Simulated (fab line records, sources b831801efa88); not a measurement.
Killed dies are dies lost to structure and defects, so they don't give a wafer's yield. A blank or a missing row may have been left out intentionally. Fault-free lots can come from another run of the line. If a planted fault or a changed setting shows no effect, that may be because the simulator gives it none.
fab line records    flow sky130
record: lots: 6  wafers: 18  last-day: 50
route steps=708 shown VIA4@644 PAD_OPEN@708
lots that met no fault: from a run of the same line without faults
start-h: hours from the record's first day to the start of the lot's first wafer shown    wait-h: hours since the lot's step before    " repeats the value in the row above    L1.1+2: a single row standing in for several wafers    - value missing, or start not given    * or withheld: withheld    < > ~ a bound
route shown NAME@n: names a module that has steps shown in the file, with the first one's number in the route    usual: the fault-free wafers' mean and standard deviation    same: alike in all rows    chamber/n: place in a boat    sites: each site's reading    _std_site: standard deviation across them    _edge_site: mean of outer sites minus mean of inner sites    radius-mm: for every site, how far away it sits from the centre of the wafer    mask NAME#n: copy n    behind: the most recent tool/chamber to have shaped the wafer    hold: why the lot went on hold/how many hours it stayed there/how the hold came to an end    device: the transistor (n, p or np) that didn't switch    end of line: the same wafers' tests at the end of the route    for a step that has no rows: nothing shown but its recipe    killed: the dies lost at the first sort to structure and to defects; this is not the yield of the wafer    map: the dies of a wafer, with x for killed, . for not killed, _ for no die there
set.NAME: the setting that was run; set.NAME@STEP: the one run at that earlier step    model.NAME: the simulator's own value behind a step, which no gauge read
certain route steps with their lots: each step a table, each wafer a row
services: the hour from which a tool's chamber was out of use, counted from the record's first day as start-h (under 0 if before that day), plus the number of hours and why
== steps ==
step: SKY_VIA4_HMDS_05
recipe: prime-time-s: 60  prime-temp-c: 120
step: SKY_VIA4_COAT_06
recipe: resist: NOVOLAK  spin-rpm: 3000  resist-thk-nm: 1140
step: SKY_VIA4_SOFTBAKE_07
recipe: temp-c: 90  time-s: 60  resist: NOVOLAK
step: SKY_VIA4_EXPOSE_08
recipe: mask-id: VIM4  na: 0.6  source-shape: conventional  sigma-outer: 0.6  polarization: unpolarized  target-cd-nm: 800  dose-mj: 132
step: SKY_VIA4_PEB_09
recipe: temp-c: withheld  time-s: *  resist: NOVOLAK
step: SKY_VIA4_DEVELOP_10
recipe: resist: NOVOLAK  developer: TMAH  develop-time-s: 60  dev-temp-c: 23
step: SKY_VIA4_OVL_MEAS_11
usual: VIA4_OVL: -0.1/1.2
lot.wafer  tool        chamber  start-h  wait-h  VIA4_OVL[nm]
L632.1     overlay-02  -        1068.92  0.1     -2.5
L632.2     "           -        "        "       0.3
L632.6     "           -        "        "       -0.4
L634.1     overlay-01  -        1072.73  0.1     0.2
L634.2     "           -        "        "       1.8
L634.4     "           -        "        "       1.2
L638.2     overlay-01  -        1095.62  0.1     -0.8
L638.5     "           -        "        "       -0.7
L638.6     "           -        "        "       -0.9
L643.2     overlay-01  -        1118.97  0.1     1.1
L643.5     "           -        "        "       1.0
L643.6     "           -        "        "       -0.9
L644.3     overlay-01  -        1130.48  0.1     1.0
L644.4     "           -        "        "       0.0
L644.5     "           -        "        "       1.0
L645.2     overlay-01  -        1135.14  0.1     1.0
L645.4     "           -        "        "       2.0
L645.5     "           -        "        "       -0.4
step: SKY_VIA4_ETCH_12
recipe: target: SiO2  chemistry: C4F8/O2/Ar  stop-on: TiN  mask-material: NOVOLAK  source-w: 1500  bias-w: 1200  pressure-mtorr: 40  c4f8-flow-sccm: withheld  O2_flow_sccm: 6  Ar_flow_sccm: 300  time-s: withheld  target-depth-a: 5800
usual: oes-product-au: 0.931/0.0043
lot.wafer  tool         chamber  start-h  wait-h  oes-product-au
L632.1     rie-diel-04  1        1068.96  0.0     0.934
L632.2     "            3        "        "       0.924
L632.6     "            0        "        "       0.924
L634.1     rie-diel-02  3        1072.77  0.0     0.928
L634.2     "            1        "        "       0.929
L634.4     "            2        "        "       0.926
L638.2     rie-diel-02  2        1095.65  0.0     0.934
L638.5     "            3        "        "       0.920
L638.6     "            0        "        "       0.938
L643.2     rie-diel-01  2        1119.00  0.0     0.935
L643.5     "            1        "        "       0.929
L643.6     "            0        "        "       0.935
L644.3     rie-diel-01  1        1130.51  0.0     0.931
L644.4     "            0        "        "       0.940
L644.5     "            1        "        "       0.930
L645.2     rie-diel-04  1        1135.17  0.0     0.933
L645.4     "            0        "        "       0.921
L645.5     "            1        "        "       0.933
step: SKY_VIA4_STRIP_13
recipe: chemistry: O2/N2  power-w: 1400  pressure-mtorr: 1500  platen-temp-c: withheld  o2-flow-sccm: 3000  n2-flow-sccm: 300  overash-fraction: 0.5
usual: drypump-motor-current-A: 5.3/0.42  oes-product-au: 0.709/0.0045  strip-time-to-endpoint-s: 12.807/0.025
lot.wafer  tool             chamber  start-h  wait-h  drypump-motor-current-A  oes-product-au  rf-hours-counter-h  strip-time-to-endpoint-s
L632.1     plasma-asher-04  0        1069.03  -       5.7                      0.704           64                  12.836
L632.2     "                1        "        "       5.2                      0.707           64                  12.814
L632.6     "                0        "        "       5.7                      0.719           -                   12.814
L634.1     plasma-asher-04  1        1072.84  -       5.2                      0.709           65                  12.839
L634.2     "                0        "        "       5.7                      0.709           65                  12.827
L634.4     "                1        "        "       5.2                      0.716           -                   12.799
L638.2     plasma-asher-03  1        1095.72  -       4.9                      0.708           96                  12.809
L638.5     "                1        "        "       4.9                      0.705           -                   12.820
L638.6     "                0        "        "       4.9                      0.712           -                   12.786
L643.2     plasma-asher-03  0        1119.07  -       4.9                      0.710           98                  12.818
L643.5     "                0        "        "       4.9                      0.701           -                   12.806
L643.6     "                1        "        "       4.9                      0.707           -                   12.827
L644.3     plasma-asher-01  1        1130.61  -       5.0                      0.710           -                   12.817
L644.4     "                0        "        "       6.0                      0.706           -                   12.784
L644.5     "                0        "        "       6.0                      0.707           -                   12.841
L645.2     plasma-asher-01  0        1135.24  -       6.0                      0.709           36                  12.814
L645.4     "                0        "        "       6.0                      0.701           -                   12.854
L645.5     "                1        "        "       5.0                      0.708           -                   12.843
step: SKY_VIA4_STRIP_14
recipe: chemistry: post-etch-residue-remover  time-s: 1200  temp-c: 72.5
step: SKY_VIA4_CLEAN_15
recipe: chemistry: IPA  time-s: 180  temp-c: 25
step: SKY_VIA4_CLEAN_16
recipe: chemistry: O3/DIW  dry: n2-spin
step: SKY_VIA4_SPUTTER_17
recipe: material: TiN  target-thk-nm: 20  chamber-pressure-pa: 5  power-w: 4000  time-s: 80
usual: cathode-dc-power-W: 4000.1/0.77  chamber-pressure-pa: 4.998/0.0093  throttle-valve-pct: 29.8/0.73
lot.wafer  tool            chamber  start-h  wait-h  cathode-dc-power-W  chamber-pressure-pa  throttle-valve-pct
L632.1     pvd-sputter-01  -        1069.62  0.0     -                   -                    -
L632.2     "               -        "        "       -                   -                    -
L632.6     "               -        "        "       -                   -                    -
L634.1     pvd-sputter-03  -        1073.44  0.0     -                   -                    -
L634.2     "               -        "        "       -                   -                    -
L634.4     "               -        "        "       -                   -                    -
L638.2     pvd-sputter-02  -        1096.35  0.0     4001.1              4.979                29.8
L638.5     "               -        "        "       4001.2              5.007                29.9
L638.6     "               -        "        "       3998.9              4.995                31.8
L643.2     pvd-sputter-01  -        1119.96  0.0     3999.9              4.996                30.6
L643.5     "               -        "        "       3999.9              5.013                29.0
L643.6     "               -        "        "       4000.1              4.994                30.4
L644.3     pvd-sputter-01  -        1131.88  0.0     4001.3              5.013                30.2
L644.4     "               -        "        "       4001.4              5.009                29.4
L644.5     "               -        "        "       4000.9              4.993                29.2
L645.2     pvd-sputter-03  -        1136.22  0.0     3999.5              5.000                29.5
L645.4     "               -        "        "       4001.6              4.998                28.6
L645.5     "               -        "        "       3999.0              4.997                29.7
step: SKY_VIA4_CVD_18
recipe: material: W  target-thk-nm: 505  time-s: 152.14  temp-c: 400  pressure-torr: 40
usual: heater-power-w: 860/120
lot.wafer  tool      chamber  start-h  wait-h  heater-power-w
L632.1     cvd-w-02  1        1069.68  0.0     1016
L632.2     "         0        "        "       789
L632.6     "         0        "        "       784
L634.1     cvd-w-01  1        1073.50  0.0     741
L634.2     "         0        "        "       844
L634.4     "         1        "        "       745
L638.2     cvd-w-02  1        1096.42  0.0     1042
L638.5     "         1        "        "       1070
L638.6     "         0        "        "       785
L643.2     cvd-w-02  0        1120.02  0.0     812
L643.5     "         0        "        "       768
L643.6     "         1        "        "       1057
L644.3     cvd-w-02  1        1131.99  0.1     1050
L644.4     "         0        "        "       797
L644.5     "         1        "        "       1041
L645.2     cvd-w-02  0        1136.28  0.0     789
L645.4     "         0        "        "       785
L645.5     "         0        "        "       801
step: SKY_PAD_OPEN_PROBE_99
usual: defect-limited-yield: 82.4/1.9  killed_at_M0_to_M3: 44/7.2  killed_at_M4_up: 3.2/1.8  killed-at-contacts: 24/5.4  killed-at-front-end: 15/4  killed-at-other: 0.3/0.56  killed-dies: 87/9.2  killed-on-rim: 17/4  killed-open: 47/7.3  killed-short: 39/5.7  sort_bin_3_pad_short: 0.9/0.45  sort_bin_5_function: 10.6/1.5  sort_bin_6_memory: 6.2/1.1  sort-n-pass: 405/9.2  sort-yield-pct: 82.4/1.9
same: gross-dies: 492  killed-at-back-side: 0  sort_bin_4_leakage[%]: 0  sort_bin_8_speed[%]: 0
lot.wafer  tool       chamber  start-h  wait-h  defect-limited-yield[%]  killed_at_M0_to_M3  killed_at_M4_up  killed-at-contacts  killed-at-front-end  killed-at-other  killed-dies  killed-on-rim  killed-open  killed-short  sort_bin_3_pad_short[%]  sort_bin_5_function[%]  sort_bin_6_memory[%]  sort-n-pass  sort-yield-pct[%]
L632.1     prober-02  -        1135.45  0.1     0                        51                  401              22                  18                   0                492          96             55           38            1.2                      92.3                    6.5                   0            0
L632.2     prober-02  -        1135.50  0.1     0                        42                  415              19                  16                   0                492          96             43           36            1.0                      92.5                    6.5                   0            0
L632.6     prober-02  -        1135.70  0.2     0                        40                  426              16                  10                   0                492          96             42           25            0.8                      93.9                    5.3                   0            0
L634.1     prober-01  -        1138.25  0.1     0                        42                  410              25                  14                   1                492          96             44           41            0.8                      93.1                    6.1                   0            0
L634.2     prober-01  -        1138.30  0.1     0                        47                  403              24                  18                   0                492          96             43           46            0.8                      93.9                    5.3                   0            0
L634.4     prober-01  -        1138.40  0.2     0                        49                  413              18                  12                   0                492          96             44           38            0.6                      92.7                    6.7                   0            0
L638.2     prober-02  -        1158.62  0.1     81.5                     44                  5                22                  20                   0                91           20             50           40            1.2                      10.8                    6.5                   401          81.5
L638.5     prober-02  -        1158.77  0.2     79.7                     41                  4                35                  20                   0                100          23             53           45            1.4                      12.4                    6.5                   392          79.7
L638.6     prober-02  -        1158.82  0.2     83.5                     37                  1                26                  17                   0                81           14             41           38            1.0                      8.9                     6.5                   411          83.5
L643.2     prober-01  -        1178.56  0.1     83.5                     38                  0                29                  13                   1                81           16             50           31            1.0                      10.6                    4.9                   411          83.5
L643.5     prober-01  -        1178.71  0.2     79.7                     55                  4                31                  10                   0                100          16             61           39            0.6                      12.4                    7.3                   392          79.7
L643.6     prober-01  -        1178.76  0.2     82.3                     49                  0                27                  11                   0                87           17             58           29            0.4                      12.2                    5.1                   405          82.3
L644.3     prober-02  -        1187.48  0.2     83.1                     37                  1                24                  21                   0                83           17             47           36            0.2                      10.6                    6.1                   409          83.1
L644.4     prober-02  -        1187.53  0.2     83.7                     31                  2                18                  29                   0                80           22             48           31            0.8                      8.7                     6.7                   412          83.7
L644.5     prober-02  -        1187.58  0.2     83.7                     39                  3                19                  18                   1                80           14             49           31            0                        11.4                    4.9                   412          83.7
killed by level:class
L632.1 VIA4:area-sputter=398 CONTACT:geometric-particle:open=15 VIA2:geometric-particle:open=12 METAL2:geometric-particle:short=7 VIA3:geometric-particle:open=6 VIA1:geometric-particle:short=5 VIA1:geometric-particle:open=5 FIELD_ISO:geometric-particle:open=4
L632.2 VIA4:area-sputter=412 VIA1:geometric-particle:open=10 METAL1:geometric-particle:short=9 CONTACT:geometric-particle:open=6 VIA2:geometric-particle:open=6 FIELD_ISO:geometric-particle:short=5 LI_CONTACT:geometric-particle:open=4 POLY_CUT:geometric-particle:open=3
L632.6 VIA4:area-sputter=425 VIA1:geometric-particle:open=12 LI_CONTACT:geometric-particle:open=10 VIA3:geometric-particle:open=7 VIA1:geometric-particle:short=6 VIA2:geometric-particle:open=6 POLY_GATE:geometric-particle:short=3 LOCAL_INTERCONNECT:geometric-particle:short=3
L634.1 VIA4:area-sputter=407 VIA2:geometric-particle:open=9 METAL2:geometric-particle:short=9 CONTACT:geometric-particle:open=9 METAL1:geometric-particle:short=7 LI_CONTACT:geometric-particle:open=7 FIELD_ISO:geometric-particle:short=5 CONTACT:geometric-particle:short=5
L634.2 VIA4:area-sputter=403 METAL2:geometric-particle:short=14 VIA1:geometric-particle:open=12 LI_CONTACT:geometric-particle:open=10 FIELD_ISO:geometric-particle:short=8 CONTACT:geometric-particle:short=6 VIA3:geometric-particle:open=6 FIELD_ISO:geometric-particle:open=5
L634.4 VIA4:area-sputter=410 VIA1:geometric-particle:open=8 METAL1:geometric-particle:short=7 VIA3:geometric-particle:open=7 CONTACT:geometric-particle:open=6 FIELD_ISO:geometric-particle:open=5 METAL2:geometric-particle:short=5 VIA2:geometric-particle:short=5
L638.2 VIA1:geometric-particle:open=14 VIA2:geometric-particle:open=8 LI_CONTACT:geometric-particle:open=6 FIELD_ISO:geometric-particle:open=5 CONTACT:geometric-particle:open=5 METAL1:geometric-particle:short=5 VIA1:geometric-particle:short=5 FIELD_ISO:geometric-particle:short=4
L638.5 LI_CONTACT:geometric-particle:open=11 VIA1:geometric-particle:open=11 CONTACT:geometric-particle:open=9 CONTACT:geometric-particle:short=8 METAL1:geometric-particle:short=6 VIA3:geometric-particle:short=6 FIELD_ISO:geometric-particle:short=5 POLY_GATE:geometric-particle:open=5
L638.6 LI_CONTACT:geometric-particle:open=9 VIA1:geometric-particle:open=9 POLY_GATE:geometric-particle:short=8 CONTACT:geometric-particle:short=6 CONTACT:geometric-particle:open=6 METAL2:geometric-particle:short=5 VIA2:geometric-particle:open=5 VIA3:geometric-particle:short=4
L643.2 CONTACT:geometric-particle:open=10 VIA1:geometric-particle:open=10 VIA3:geometric-particle:open=9 LI_CONTACT:geometric-particle:open=7 CONTACT:geometric-particle:short=6 METAL2:geometric-particle:short=6 LI_CONTACT:geometric-particle:short=5 FIELD_ISO:geometric-particle:open=4
L643.5 VIA1:geometric-particle:open=15 CONTACT:geometric-particle:open=12 VIA2:geometric-particle:open=12 VIA3:geometric-particle:open=8 LI_CONTACT:geometric-particle:short=6 CONTACT:geometric-particle:short=6 METAL1:geometric-particle:short=6 LI_CONTACT:geometric-particle:open=4
L643.6 VIA1:geometric-particle:open=16 LI_CONTACT:geometric-particle:open=10 CONTACT:geometric-particle:open=10 VIA3:geometric-particle:open=7 VIA1:geometric-particle:short=5 VIA2:geometric-particle:open=5 FIELD_ISO:geometric-particle:open=4 METAL2:geometric-particle:short=4
L644.3 CONTACT:geometric-particle:open=10 VIA2:geometric-particle:open=8 VIA1:geometric-particle:open=6 FIELD_ISO:geometric-particle:open=5 FIELD_ISO:geometric-particle:short=5 POLY_GATE:geometric-particle:short=5 POLY_GATE:geometric-particle:open=5 CONTACT:geometric-particle:short=5
L644.4 POLY_GATE:geometric-particle:open=10 LI_CONTACT:geometric-particle:open=9 FIELD_ISO:geometric-particle:open=8 VIA2:geometric-particle:open=5 POLY_GATE:geometric-particle:short=5 VIA3:geometric-particle:open=5 VIA1:geometric-particle:open=5 METAL2:geometric-particle:short=5
L644.5 VIA1:geometric-particle:open=10 FIELD_ISO:geometric-particle:open=7 VIA2:geometric-particle:open=6 CONTACT:geometric-particle:open=6 LI_CONTACT:geometric-particle:open=5 VIA1:geometric-particle:short=5 FIELD_ISO:geometric-particle:short=4 METAL1:geometric-particle:short=4
map L632.1 (x killed, . not)
__________xxxxxxxxxx_________
________xxxxxxxxxxxxxx_______
______xxxxxxxxxxxxxxxxxx_____
_____xxxxxxxxxxxxxxxxxxxx____
____xxxxxxxxxxxxxxxxxxxxxx___
___xxxxxxxxxxxxxxxxxxxxxxxx__
__xxxxxxxxxxxxxxxxxxxxxxxxxx_
_xxxxxxxxxxxxxxxxxxxxxxxxxxxx
_xxxxxxxxxxxxxxxxxxxxxxxxxxxx
_xxxxxxxxxxxxxxxxxxxxxxxxxxxx
_xxxxxxxxxxxxxxxxxxxxxxxxxxxx
_xxxxxxxxxxxxxxxxxxxxxxxxxxxx
_xxxxxxxxxxxxxxxxxxxxxxxxxxxx
_xxxxxxxxxxxxxxxxxxxxxxxxxxxx
_xxxxxxxxxxxxxxxxxxxxxxxxxxxx
__xxxxxxxxxxxxxxxxxxxxxxxxxx_
___xxxxxxxxxxxxxxxxxxxxxxxx__
____xxxxxxxxxxxxxxxxxxxxxx___
_____xxxxxxxxxxxxxxxxxxxx____
______xxxxxxxxxxxxxxxxxx_____
________xxxxxxxxxxxxxx_______
__________xxxxxxxxxx_________
map L634.1 (x killed, . not)
__________xxxxxxxxxx_________
________xxxxxxxxxxxxxx_______
______xxxxxxxxxxxxxxxxxx_____
_____xxxxxxxxxxxxxxxxxxxx____
____xxxxxxxxxxxxxxxxxxxxxx___
___xxxxxxxxxxxxxxxxxxxxxxxx__
__xxxxxxxxxxxxxxxxxxxxxxxxxx_
_xxxxxxxxxxxxxxxxxxxxxxxxxxxx
_xxxxxxxxxxxxxxxxxxxxxxxxxxxx
_xxxxxxxxxxxxxxxxxxxxxxxxxxxx
_xxxxxxxxxxxxxxxxxxxxxxxxxxxx
_xxxxxxxxxxxxxxxxxxxxxxxxxxxx
_xxxxxxxxxxxxxxxxxxxxxxxxxxxx
_xxxxxxxxxxxxxxxxxxxxxxxxxxxx
_xxxxxxxxxxxxxxxxxxxxxxxxxxxx
__xxxxxxxxxxxxxxxxxxxxxxxxxx_
___xxxxxxxxxxxxxxxxxxxxxxxx__
____xxxxxxxxxxxxxxxxxxxxxx___
_____xxxxxxxxxxxxxxxxxxxx____
______xxxxxxxxxxxxxxxxxx_____
________xxxxxxxxxxxxxx_______
__________xxxxxxxxxx_________
== services ==
tool             chamber  start-h  hours  kind
rie-diel-02      3        1048.02  3.1    repair
pvd-sputter-01   2        1055.67  -      consumable-replace:kit
pvd-sputter-01   2        1055.67  18.0   scheduled-down
pvd-sputter-01   2        1055.67  18.0   vent-cycle
pvd-sputter-02   -        1060.02  3.7    repair
pvd-sputter-03   2        1061.73  -      consumable-replace:kit
pvd-sputter-03   2        1061.73  18.0   scheduled-down
pvd-sputter-03   2        1061.73  18.0   vent-cycle
pvd-sputter-01   -        1074.98  2.1    repair
rie-diel-04      2        1089.02  2.8    repair
pvd-sputter-03   -        1089.48  1.0    repair
plasma-asher-01  -        1104.12  0.4    repair
rie-diel-02      2        1104.83  5.6    repair
rie-diel-02      -        1105.66  0.3    repair
plasma-asher-03  -        1119.42  1.6    repair
pvd-sputter-03   1        1130.16  -      consumable-replace:kit
pvd-sputter-03   1        1130.16  18.0   scheduled-down
pvd-sputter-03   1        1130.16  18.0   vent-cycle
plasma-asher-03  -        1135.25  4.5    repair
pvd-sputter-01   1        1136.31  -      consumable-replace:kit
pvd-sputter-01   1        1136.31  18.0   scheduled-down
pvd-sputter-01   1        1136.31  18.0   vent-cycle
== key ==
first-sign: step: SKY_VIA4_SPUTTER_17  reading: tool-record  direction: missing
effect: step: SKY_PAD_OPEN_PROBE_99  reading: killed_at_M4_up  direction: up  sigmas: 99+  usual: 3.2  struck: 411.3
more-kills-born-at: SKY_VIA4_SPUTTER_17@pvd-sputter-01: 1235  SKY_VIA4_SPUTTER_17@pvd-sputter-03: 1218
met-at SKY_VIA4_SPUTTER_17
struck-wafers L632.1,L632.2,L632.6,L634.1,L634.2,L634.4
later-rows-left-out L632.1,L632.2,L632.6,L634.1,L634.2,L634.4
fault: kind: skipped-step-whole  tool: pvd-sputter-01,pvd-sputter-03  chamber: -  onset-h: 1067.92  steps: SKY_VIA4_SPUTTER_17  scope: struck-lots-only
later-rows-left-out: the simulator's readings of these wafers behind a module that went badly wrong aren't trusted and aren't shown, but for the sort
